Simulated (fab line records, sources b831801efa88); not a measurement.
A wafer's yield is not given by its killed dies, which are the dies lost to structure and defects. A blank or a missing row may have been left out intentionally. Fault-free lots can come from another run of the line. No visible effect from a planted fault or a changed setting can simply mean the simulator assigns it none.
Check for tools in common :: flow gf180mcu :: Sampled: 13 lots, 39 wafers

REASON FOR OPENING
At GF_HV_LDD_TW_MEAS_11 the reading HV_LDD_TW is flagged on 1 of 13 lots. Fault-free wafers read 2397, with a standard deviation of 12.
Rule: a lot gets a flag if all its wafers with a number sit over 4 standard deviations from that mean, or if no wafer of it has a number. The rest of the lots are taken to be sound.

lot: L713
measured: day 10 10:24
on: filmMetro-02
HV_LDD_TW, wafer by wafer: 2417 2399 2408
flag: 

lot: L714
measured: day 10 16:40
on: filmMetro-01
HV_LDD_TW, wafer by wafer: 2408 2388 2394
flag: 

lot: L715
measured: day 10 23:49
on: filmMetro-01
HV_LDD_TW, wafer by wafer: 2400 2400 2416
flag: 

lot: L717
measured: day 11 12:38
on: filmMetro-01
HV_LDD_TW, wafer by wafer: 30 30 30
flag: FLAGGED

lot: L726
measured: day 14 10:56
on: filmMetro-02
HV_LDD_TW, wafer by wafer: 2387 2401 2400
flag: 

lot: L727
measured: day 14 14:40
on: filmMetro-04
HV_LDD_TW, wafer by wafer: 2373 2384 2373
flag: 

lot: L729
measured: day 15 12:40
on: filmMetro-02
HV_LDD_TW, wafer by wafer: 2418 2425 2416
flag: 

lot: L730
measured: day 15 17:13
on: filmMetro-04
HV_LDD_TW, wafer by wafer: 2409 2407 2406
flag: 

lot: L731
measured: day 16 01:25
on: filmMetro-02
HV_LDD_TW, wafer by wafer: 2407 2400 2400
flag: 

lot: L732
measured: day 16 10:25
on: filmMetro-01
HV_LDD_TW, wafer by wafer: 2391 2386 2383
flag: 

lot: L733
measured: day 16 17:50
on: filmMetro-02
HV_LDD_TW, wafer by wafer: 2382 2393 2401
flag: 

lot: L734
measured: day 16 23:13
on: filmMetro-01
HV_LDD_TW, wafer by wafer: 2399 2388 2376
flag: 

lot: L735
measured: day 17 07:00
on: filmMetro-02
HV_LDD_TW, wafer by wafer: 2401 2386 2394
flag: 
On average the flagged lots read 30, which is -2367 against the usual, or -99 or more standard deviations.

TOOL THAT RAN EACH LOT
The record keeps 1 process step preceding the reading, out of 602 steps on the route. Each cell gives the tool, then ch followed by the chambers the sampled wafers passed through, then the start.
lot: L713
flag: 
GF_HV_LDD_EXPOSE_04: ilineStepper-02 ch 0, day 10 00:55

lot: L714
flag: 
GF_HV_LDD_EXPOSE_04: ilineStepper-01 ch 0, day 10 07:18

lot: L715
flag: 
GF_HV_LDD_EXPOSE_04: ilineStepper-02 ch 0, day 10 14:27

lot: L717
flag: FLAGGED
GF_HV_LDD_EXPOSE_04: ilineStepper-02 ch 0, day 11 03:16

lot: L726
flag: 
GF_HV_LDD_EXPOSE_04: ilineStepper-02 ch 0, day 14 00:33

lot: L727
flag: 
GF_HV_LDD_EXPOSE_04: ilineStepper-02 ch 0, day 14 04:05

lot: L729
flag: 
GF_HV_LDD_EXPOSE_04: ilineStepper-02 ch 0, day 15 01:52

lot: L730
flag: 
GF_HV_LDD_EXPOSE_04: ilineStepper-02 ch 0, day 15 06:23

lot: L731
flag: 
GF_HV_LDD_EXPOSE_04: ilineStepper-02 ch 0, day 15 13:47

lot: L732
flag: 
GF_HV_LDD_EXPOSE_04: ilineStepper-02 ch 0, day 15 23:09

lot: L733
flag: 
GF_HV_LDD_EXPOSE_04: ilineStepper-01 ch 0, day 16 06:05

lot: L734
flag: 
GF_HV_LDD_EXPOSE_04: ilineStepper-02 ch 0, day 16 11:23

lot: L735
flag: 
GF_HV_LDD_EXPOSE_04: ilineStepper-01 ch 0, day 16 19:25
What is done by these steps:
- GF_HV_LDD_EXPOSE_04: exposes mask Nplus LV AREA, target cd 400 nm.
- GF_HV_LDD_TW_MEAS_11

FLAGGED OVER TOTAL, TOOL BY TOOL (the gauges that took the reading come last)
step: GF_HV_LDD_EXPOSE_04
tool: ilineStepper-01
lots run: 3
flagged: 0
share of the flagged lots: none
sound lots run after its first flagged lot: -

step: GF_HV_LDD_EXPOSE_04
tool: ilineStepper-02
lots run: 10
flagged: 1
share of the flagged lots: all
sound lots run after its first flagged lot: 7 (L726,L727,L729,L730,L731,L732,L734)

step: GF_HV_LDD_TW_MEAS_11
tool: filmMetro-01
lots run: 5
flagged: 1
share of the flagged lots: all
sound lots run after its first flagged lot: 2 (L732,L734)

step: GF_HV_LDD_TW_MEAS_11
tool: filmMetro-02
lots run: 6
flagged: 0
share of the flagged lots: none
sound lots run after its first flagged lot: -

step: GF_HV_LDD_TW_MEAS_11
tool: filmMetro-04
lots run: 2
flagged: 0
share of the flagged lots: none
sound lots run after its first flagged lot: -

THE TABLE: WHAT IT ALLOWS
In 2 table rows, all flagged lots were run: ilineStepper-02 (GF_HV_LDD_EXPOSE_04), filmMetro-01 (GF_HV_LDD_TW_MEAS_11).
- ilineStepper-02 at GF_HV_LDD_EXPOSE_04 ran 10 lots, 1 of them flagged. After the first flagged lot (L726, L727, L729, L730, L731, L732, L734), sound lots still ran on it; a lasting fault on the whole tool would not permit that.
- filmMetro-01 at GF_HV_LDD_TW_MEAS_11 ran 5 lots, 1 of them flagged. After the first flagged lot (L732, L734), sound lots still ran on it; a lasting fault on the whole tool would not permit that.
No row of the table ran every flagged lot and no sound lot after the first.

WHAT THE SIMULATOR HAD PUT IN
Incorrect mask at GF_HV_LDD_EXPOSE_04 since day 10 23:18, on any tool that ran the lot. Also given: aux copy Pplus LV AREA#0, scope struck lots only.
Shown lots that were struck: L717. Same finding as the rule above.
